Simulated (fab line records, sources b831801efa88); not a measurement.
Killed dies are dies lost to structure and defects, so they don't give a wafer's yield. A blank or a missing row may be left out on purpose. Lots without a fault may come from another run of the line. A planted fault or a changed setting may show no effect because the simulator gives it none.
fab line records | flow sky130
record lots=6 wafers=18 last_day=50
route steps=708 shown SONOS_ONO@186 GATE_OXIDE@187 PAD_OPEN@708
lots that met no fault: from a run of the same line without faults
start_h: hours from the record's first day to the start of the lot's first wafer shown | wait_h: hours since the lot's step before | " the same as in the row above | L1.1+2: a row that stands for several wafers | - no value, or no start given | * or withheld: withheld | < > ~ a bound
route shown NAME@n: a module of which the file shows steps, and the number in the route of the first | usual: mean/standard deviation of fault-free wafers | same: alike in all rows | chamber/n: place in a boat | sites: the reading at each site | _std_site: their standard deviation | _edge_site: outer sites' mean less inner sites' | radius_mm: how far each site lies from the wafer's centre | mask NAME#n: copy n | behind: the tool/chamber that last shaped the wafer | hold: why the lot was held/for how many hours/how that ended | device: the transistor (n, p or np) that didn't switch | end of line: the same wafers' tests at the end of the route | a step without rows: its recipe alone | killed: dies lost to structure and defects at the first sort, not the wafer's yield | map: a wafer's dies, x killed, . not, _ none there
set.NAME: the setting as run; set.NAME@STEP: as run at that earlier step | model.NAME: the simulator's own value behind a step, which no gauge read
lots at some steps of the route; a table a step, a row a wafer
services: from which hour (start_h, from the record's first day; less than 0 if before it) a tool's chamber was out of use, for how many hours, and why
## steps
# step SKY_SONOS_ONO_WET_ETCH_18
# recipe chemistry=H3PO4 target_depth_nm=15 target=Si3N4 temp_c=160 time_s=172
# step SKY_GATE_OXIDE_CLEAN_00
# recipe chemistry=SC1/SC2 mix=1:4:20 temp_c=70 time_s=150 dry=n2_spin
# step SKY_GATE_OXIDE_OXIDATION_01
# recipe temp_c=900 ambient=O2 stabilise_s=600 purge_s=300 target_thk_a=102.68 ox_time_s=1473
# step SKY_GATE_OXIDE_THK_MEAS_02
# recipe reads=SiO2_of_GATE_OXIDE_OXIDATION_01
# usual GATE_OXIDE_OXIDATION_00_THK=10.15/0.18
# columns lot.wafer tool chamber start_h wait_h GATE_OXIDE_OXIDATION_00_THK[nm]
L310.1 film_metro-02 - 354.59 0.0 9.93
L310.3 " - " " 10.05
L310.4 " - " " 10.18
L311.1 film_metro-03 - 375.54 0.0 10.47
L311.2 " - " " 10.44
L311.6 " - " " 10.54
L317.2 film_metro-03 - 423.75 0.0 10.04
L317.4 " - " " 10.10
L317.6 " - " " 9.90
L320.3 film_metro-03 - 439.46 0.0 10.30
L320.5 " - " " 10.41
L320.6 " - " " 10.46
L322.1 film_metro-03 - 452.59 0.0 10.28
L322.2 " - " " 10.23
L322.4 " - " " 10.12
L323.1 film_metro-03 - 464.58 0.0 10.20
L323.3 " - " " 10.25
L323.5 " - " " 10.20
# step SKY_GATE_OXIDE_DEHYDRATE_03
# recipe temp_c=200 time_s=60
# step SKY_GATE_OXIDE_HMDS_04
# recipe prime_time_s=60 prime_temp_c=120
# step SKY_GATE_OXIDE_COAT_05
# recipe resist=NOVOLAK spin_rpm=3000 resist_thk_nm=1140
# step SKY_GATE_OXIDE_SOFTBAKE_06
# recipe temp_c=90 time_s=60 resist=NOVOLAK
# step SKY_GATE_OXIDE_EXPOSE_07
# recipe mask_id=LVOM na=0.6 source_shape=conventional sigma_outer=0.6 polarization=unpolarized target_cd_nm=600 dose_mj=170
# step SKY_GATE_OXIDE_PEB_08
# recipe temp_c=withheld time_s=* resist=NOVOLAK
# step SKY_GATE_OXIDE_DEVELOP_09
# recipe resist=NOVOLAK developer=TMAH develop_time_s=58.9 dev_temp_c=23
# step SKY_GATE_OXIDE_OVL_MEAS_10
# usual GATE_OXIDE_OVL=-0.7/1.1
# columns lot.wafer tool chamber start_h wait_h GATE_OXIDE_OVL[nm]
L310.1 overlay-01 - 382.07 0.1 0.7
L310.3 " - " " -2.3
L310.4 " - " " -0.6
L311.1 overlay-02 - 404.27 0.1 -2.3
L311.2 " - " " -1.5
L311.6 " - " " -1.8
L317.2 overlay-01 - 454.08 0.1 -0.3
L317.4 " - " " 1.3
L317.6 " - " " 1.0
L320.3 overlay-02 - 468.83 0.1 0.3
L320.5 " - " " -1.8
L320.6 " - " " -2.8
L322.1 overlay-02 - 482.72 0.1 0.7
L322.2 " - " " 0.4
L322.4 " - " " 0.4
L323.1 overlay-02 - 495.32 0.1 -0.6
L323.3 " - " " -1.3
L323.5 " - " " 0.7
# step SKY_GATE_OXIDE_IMPLANT_11
# recipe species=B energy_kev=10 dose_cm2=2.6e+12 tilt_deg=withheld
# usual beam_energy_keV=10.000/0.0031
# columns lot.wafer tool chamber start_h wait_h beam_energy_keV model.implant.rp_nm model.implant.drp_nm
L310.1 implanter-04 0 382.11 0.0 9.999 32.78 17.11
L310.3 " 0 " " 10.005 32.78 17.11
L310.4 " 0 " " 9.998 32.78 17.11
L311.1 implanter-01 0 404.31 0.0 10.000 32.99 17.11
L311.2 " 0 " " 10.005 32.99 17.11
L311.6 " 0 " " 10.004 32.99 17.11
L317.2 implanter-01 0 454.13 0.0 8.368 27.68 15.11
L317.4 " 0 " " 8.366 27.68 15.11
L317.6 " 0 " " 8.366 27.68 15.11
L320.3 implanter-04 0 468.91 0.1 10.000 33.35 17.11
L320.5 " 0 " " 10.000 33.35 17.11
L320.6 " 0 " " 10.003 33.35 17.11
L322.1 implanter-01 0 482.76 0.0 8.365 28.85 15.11
L322.2 " 0 " " 8.368 28.85 15.11
L322.4 " 0 " " 8.368 28.85 15.11
L323.1 implanter-04 0 495.36 0.0 10.003 33.05 17.11
L323.3 " 0 " " 10.000 33.05 17.11
L323.5 " 0 " " 10.000 33.05 17.11
# step SKY_GATE_OXIDE_WET_ETCH_12
# recipe chemistry=dHF target_depth_nm=16.8 dry=n2_spin target=SiO2 dilution=100:1 temp_c=25 time_s=336
# step SKY_GATE_OXIDE_STRIP_13
# recipe chemistry=O2/N2 power_w=1400 pressure_mtorr=1500 platen_temp_c=withheld o2_flow_sccm=3000 n2_flow_sccm=300 overash_fraction=0.5
# usual chamber_pressure_mTorr=1500.1/1.5 drypump_motor_current_A=5.5/0.4 o2_flow_sccm=3001/9.3 oes_product_au=0.716/0.0043 strip_time_to_endpoint_s=14.19/0.04
# columns lot.wafer tool chamber start_h wait_h chamber_pressure_mTorr drypump_motor_current_A o2_flow_sccm oes_product_au rf_hours_counter_h strip_time_to_endpoint_s
L310.1 plasma_asher-03 0 382.36 0.0 1497.8 5.0 2988 0.722 58 14.29
L310.3 " 0 " " 1498.3 5.1 2991 0.720 - 14.28
L310.4 " 1 " " 1502.1 5.9 2999 0.721 - 14.30
L311.1 plasma_asher-04 0 404.57 0.0 1499.8 6.0 2999 0.716 70 14.28
L311.2 " 1 " " 1500.6 5.0 2993 0.714 70 14.24
L311.6 " 1 " " 1499.6 5.0 2996 0.716 - 14.24
L317.2 plasma_asher-03 0 454.36 0.0 1501.5 5.0 3009 0.718 65 14.12
L317.4 " 0 " " 1502.8 5.0 3018 0.711 - 14.18
L317.6 " 1 " " 1500.2 5.9 3008 0.721 - 14.18
L320.3 plasma_asher-01 1 469.15 0.0 1497.6 5.6 2989 0.713 - 14.20
L320.5 " 1 " " 1501.2 5.7 2996 0.716 - 14.23
L320.6 " 0 " " 1499.3 5.7 3001 0.711 - 14.20
L322.1 plasma_asher-01 1 483.01 0.0 1501.7 5.6 3015 0.711 4 14.18
L322.2 " 0 " " 1500.8 5.7 3006 0.714 4 14.22
L322.4 " 1 " " 1500.0 5.6 3000 0.718 - 14.25
L323.1 plasma_asher-04 1 495.61 0.0 1500.7 5.0 3020 0.711 79 14.21
L323.3 " 1 " " 1498.6 5.1 3010 0.714 - 14.15
L323.5 " 0 " " 1498.6 6.0 2999 0.718 - 14.18
# step SKY_GATE_OXIDE_TW_MEAS_14
# usual GATE_OXIDE_TW=223.3/1.6
# columns lot.wafer tool chamber start_h wait_h GATE_OXIDE_TW
L310.1 film_metro-03 - 382.46 0.1 223.5
L310.3 " - " " 223.3
L310.4 " - " " 224.0
L311.1 film_metro-03 - 404.67 0.1 223.9
L311.2 " - " " 224.7
L311.6 " - " " 224.9
L317.2 film_metro-01 - 454.51 0.1 213.9
L317.4 " - " " 213.6
L317.6 " - " " 213.8
L320.3 film_metro-02 - 469.24 0.1 220.5
L320.5 " - " " 221.3
L320.6 " - " " 220.9
L322.1 film_metro-01 - 483.11 0.1 213.3
L322.2 " - " " 214.5
L322.4 " - " " 214.3
L323.1 film_metro-01 - 495.71 0.1 221.7
L323.3 " - " " 222.9
L323.5 " - " " 221.8
# step SKY_GATE_OXIDE_CLEAN_15
# recipe chemistry=SC1/SC2 mix=1:4:20 temp_c=70 time_s=150 dry=n2_spin
# step SKY_PAD_OPEN_PROBE_99
# usual killed_at_M0_to_M3=45/7.1 killed_at_M4_up=3.0/1.8 killed_at_contacts=24/5.4 killed_at_front_end=16/4.9 killed_at_other=0.3/0.63 killed_dies=88/11 killed_open=47/7.4 killed_short=40/7
# same gross_dies=492 killed_at_back_side=0
# columns lot.wafer tool chamber start_h wait_h killed_at_M0_to_M3 killed_at_M4_up killed_at_contacts killed_at_front_end killed_at_other killed_dies killed_open killed_short model.etest.pfet_01v8_lvt.drive_ua_um model.etest.pfet_01v8_lvt.off_log10_a_um model.etest.pfet_01v8_lvt.vt_sat_v model.etest.pfet_01v8_lvt.vt_v model.etest.pfet_01v8_lvt.vt_long_v model.etest.nfet_01v8.vt_long_v model.etest.nfet_01v8_lvt.vt_long_v model.etest.pfet_01v8_lvt.body_rise_v
L310.1 prober-02 - 1129.08 0.1 32 6 25 11 0 74 43 31 167 -9.146 -0.4609 -0.5522 -0.6653 0.5452 0.4423 -0.2053
L310.3 prober-02 - 1129.18 0.2 41 2 22 11 0 76 41 35 167.6 -9.155 -0.4615 -0.5486 -0.6663 0.5523 0.4455 -0.2041
L310.4 prober-02 - 1129.23 0.2 46 6 27 11 0 90 46 44 168.6 -9.231 -0.4612 -0.5485 -0.6641 0.544 0.4411 -0.203
L311.1 prober-01 - 1140.02 0.1 53 4 40 13 1 111 60 51 174.8 -8.825 -0.434 -0.5275 -0.65 0.5426 0.4415 -0.2008
L311.2 prober-01 - 1140.07 0.1 49 0 22 29 0 100 55 45 173.4 -8.73 -0.4235 -0.5158 -0.6405 0.5527 0.4506 -0.2043
L311.6 prober-01 - 1140.27 0.2 49 3 20 17 0 89 56 33 172.8 -8.937 -0.429 -0.5261 -0.6441 0.5534 0.4512 -0.2036
L317.2 prober-01 - 1171.36 0.1 52 4 32 11 0 99 53 46 167.7 -9.834 -0.4937 -0.5731 -0.6858 0.5588 0.4563 -0.1983
L317.4 prober-01 - 1171.46 0.2 33 2 22 16 0 73 34 39 171.2 -9.76 -0.4888 -0.5694 -0.6839 0.5558 0.4554 -0.1959
L317.6 prober-01 - 1171.56 0.2 42 3 22 7 0 74 38 36 169.3 -9.808 -0.4913 -0.5693 -0.6831 0.5567 0.4555 -0.1968
L320.3 prober-02 - 1182.30 0.2 52 2 27 18 0 99 45 53 172 -8.663 -0.444 -0.5361 -0.6585 0.546 0.4433 -0.2037
L320.5 prober-02 - 1182.40 0.2 42 4 26 12 0 84 39 45 172.5 -8.89 -0.4502 -0.5447 -0.6616 0.5433 0.4382 -0.203
L320.6 prober-02 - 1182.45 0.2 40 4 24 26 0 94 58 36 171.4 -8.943 -0.4516 -0.5455 -0.6603 0.5484 0.4462 -0.2028
L322.1 prober-02 - 1188.41 0.1 46 7 26 11 0 90 45 45 165.4 -9.595 -0.4847 -0.5677 -0.6836 0.5558 0.4551 -0.1968
L322.2 prober-02 - 1188.46 0.1 29 5 28 14 0 76 34 42 172.8 -9.518 -0.4697 -0.5523 -0.6711 0.5589 0.4604 -0.1972
L322.4 prober-02 - 1188.56 0.2 36 1 26 21 0 84 56 28 169.9 -9.547 -0.4785 -0.5608 -0.6732 0.5557 0.4539 -0.1959
L323.1 prober-01 - 1194.22 0.1 41 2 23 13 0 79 37 42 170.4 -9.104 -0.4591 -0.5509 -0.6654 0.5533 0.4497 -0.2009
L323.3 prober-01 - 1194.32 0.2 26 3 28 17 0 74 38 36 171.7 -9.233 -0.462 -0.5542 -0.6678 0.5434 0.4425 -0.1986
L323.5 prober-01 - 1194.42 0.2 51 1 22 6 1 81 48 33 173.8 -8.993 -0.4595 -0.5498 -0.6639 0.5472 0.4456 -0.1981
# killed by level:class
L310.1 CONTACT:geometric_particle:open=11 VIA1:geometric_particle:open=9 LI_CONTACT:geometric_particle:open=5 CONTACT:geometric_particle:short=5 VIA2:geometric_particle:open=5 POLY_GATE:geometric_particle:short=4 FIELD_ISO:geometric_particle:open=3 VIA1:geometric_particle:short=3
L310.3 VIA1:geometric_particle:open=9 CONTACT:geometric_particle:open=8 VIA3:geometric_particle:open=8 CONTACT:geometric_particle:short=6 METAL1:geometric_particle:short=5 LI_CONTACT:geometric_particle:open=4 METAL2:geometric_particle:short=4 VIA3:geometric_particle:short=4
L310.4 VIA1:geometric_particle:open=10 LOCAL_INTERCONNECT:geometric_particle:short=8 METAL1:geometric_particle:short=7 VIA3:geometric_particle:open=7 CONTACT:geometric_particle:short=6 CONTACT:geometric_particle:open=6 VIA2:geometric_particle:open=6 POLY_GATE:geometric_particle:short=5
L311.1 CONTACT:geometric_particle:open=16 VIA1:geometric_particle:open=15 CONTACT:geometric_particle:short=8 VIA3:geometric_particle:open=8 LOCAL_INTERCONNECT:geometric_particle:short=7 METAL2:geometric_particle:short=6 VIA2:geometric_particle:open=6 METAL3:geometric_particle:short=6
L311.2 VIA1:geometric_particle:open=16 FIELD_ISO:geometric_particle:short=12 VIA3:geometric_particle:open=7 LI_CONTACT:geometric_particle:open=7 CONTACT:geometric_particle:open=7 FIELD_ISO:geometric_particle:open=6 POLY_GATE:geometric_particle:short=6 METAL1:geometric_particle:short=5
L311.6 VIA1:geometric_particle:open=16 CONTACT:geometric_particle:open=11 VIA3:geometric_particle:open=9 FIELD_ISO:geometric_particle:short=6 VIA2:geometric_particle:open=6 VIA1:geometric_particle:short=5 METAL2:geometric_particle:short=4 CONTACT:geometric_particle:short=3
L317.2 CONTACT:geometric_particle:open=14 VIA1:geometric_particle:open=11 METAL2:geometric_particle:short=9 VIA3:geometric_particle:open=8 CONTACT:geometric_particle:short=8 METAL1:geometric_particle:short=6 FIELD_ISO:geometric_particle:short=4 LI_CONTACT:geometric_particle:open=4
L317.4 CONTACT:geometric_particle:open=11 POLY_GATE:geometric_particle:short=6 VIA1:geometric_particle:short=6 VIA2:geometric_particle:short=6 POLY_GATE:geometric_particle:open=4 VIA1:geometric_particle:open=4 LOCAL_INTERCONNECT:geometric_particle:short=4 METAL2:geometric_particle:short=4
L317.6 LI_CONTACT:geometric_particle:open=8 METAL1:geometric_particle:short=7 VIA1:geometric_particle:open=7 CONTACT:geometric_particle:open=6 VIA3:geometric_particle:open=6 METAL2:geometric_particle:short=5 VIA2:geometric_particle:short=4 VIA1:geometric_particle:short=4
L320.3 VIA1:geometric_particle:open=10 METAL1:geometric_particle:short=9 CONTACT:geometric_particle:short=8 VIA3:geometric_particle:open=6 CONTACT:geometric_particle:open=6 VIA1:geometric_particle:short=6 LI_CONTACT:geometric_particle:open=5 VIA3:geometric_particle:short=5
L320.5 VIA1:geometric_particle:open=12 CONTACT:geometric_particle:open=7 VIA2:geometric_particle:open=7 CONTACT:geometric_particle:short=6 METAL1:geometric_particle:short=6 VIA1:geometric_particle:short=6 FIELD_ISO:geometric_particle:short=5 LI_CONTACT:geometric_particle:open=5
L320.6 LI_CONTACT:geometric_particle:open=8 CONTACT:geometric_particle:open=8 VIA1:geometric_particle:open=8 POLY_GATE:geometric_particle:open=7 METAL2:geometric_particle:open=6 METAL2:geometric_particle:short=6 FIELD_ISO:geometric_particle:open=5 VIA1:geometric_particle:short=5
L322.1 VIA1:geometric_particle:open=8 LI_CONTACT:geometric_particle:open=7 METAL1:geometric_particle:short=7 VIA3:geometric_particle:open=7 CONTACT:geometric_particle:short=6 VIA2:geometric_particle:open=6 VIA3:geometric_particle:short=6 METAL2:geometric_particle:short=5
L322.2 CONTACT:geometric_particle:open=9 VIA1:geometric_particle:open=8 LOCAL_INTERCONNECT:geometric_particle:short=6 METAL2:geometric_particle:short=6 LI_CONTACT:geometric_particle:short=5 LI_CONTACT:geometric_particle:open=5 FIELD_ISO:geometric_particle:short=4 VIA2:geometric_particle:open=4
L322.4 LI_CONTACT:geometric_particle:open=11 CONTACT:geometric_particle:open=8 FIELD_ISO:geometric_particle:open=7 VIA2:geometric_particle:open=7 VIA3:geometric_particle:open=7 POLY_GATE:geometric_particle:open=6 VIA1:geometric_particle:open=5 CONTACT:geometric_particle:short=4
L323.1 CONTACT:geometric_particle:short=11 VIA2:geometric_particle:open=10 CONTACT:geometric_particle:open=8 METAL2:geometric_particle:short=6 VIA1:geometric_particle:open=5 FIELD_ISO:geometric_particle:short=4 VIA2:geometric_particle:short=4 VIA3:geometric_particle:short=4
L323.3 LI_CONTACT:geometric_particle:open=8 CONTACT:geometric_particle:short=7 FIELD_ISO:geometric_particle:short=6 VIA1:geometric_particle:open=6 VIA3:geometric_particle:open=6 LOCAL_INTERCONNECT:geometric_particle:short=5 CONTACT:geometric_particle:open=5 FIELD_ISO:geometric_particle:open=4
L323.5 CONTACT:geometric_particle:open=11 VIA3:geometric_particle:open=11 VIA1:geometric_particle:open=8 METAL2:geometric_particle:short=7 VIA2:geometric_particle:open=6 LI_CONTACT:geometric_particle:open=5 VIA2:geometric_particle:short=5 CONTACT:geometric_particle:short=4
## services
# columns tool chamber start_h hours kind
implanter-01 - 371.80 1.2 repair
implanter-04 - 412.58 3.7 repair
plasma_asher-01 - 421.25 9.0 pm
plasma_asher-01 0 421.25 9.0 vent_cycle
plasma_asher-01 1 421.25 9.0 vent_cycle
implanter-04 - 427.46 15.0 repair
plasma_asher-01 0 430.25 - clean
plasma_asher-01 1 430.25 - clean
plasma_asher-01 - 450.28 7.5 repair
implanter-04 - 455.88 4.3 pm
## key
first_sign step=SKY_GATE_OXIDE_IMPLANT_11 reading=beam_energy_keV direction=down sigmas=99+ usual=* struck=*
effect step=SKY_GATE_OXIDE_TW_MEAS_14 reading=GATE_OXIDE_TW direction=down sigmas=5.8 usual=223.3 struck=213.9
model_effect step=SKY_GATE_OXIDE_IMPLANT_11 value=implant.rp_nm without=32.7 struck=28.26
model_effect step=SKY_PAD_OPEN_PROBE_99 value=etest.pfet_01v8_lvt.drive_ua_um without=174.5 struck=169.4
met_at SKY_GATE_OXIDE_IMPLANT_11
struck_wafers L317.2,L317.4,L317.6,L322.1,L322.2,L322.4
tester_left_out L317,L322
onset_between 404.31 454.13
fault kind=process_parameter_drift tool=implanter-01 chamber=- onset_h=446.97 steps=SKY_GATE_OXIDE_IMPLANT_11 channel=energy_kev offset=* shape=step end_h=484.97 acts_in=* stated=*
# tester_left_out: of these lots the tester's yield and bins aren't shown, on N5 and GAA mostly nor the transistor test; their killed dies are dies lost to structure and defects alone, not to doping, threshold or leakage, so they don't give the yield
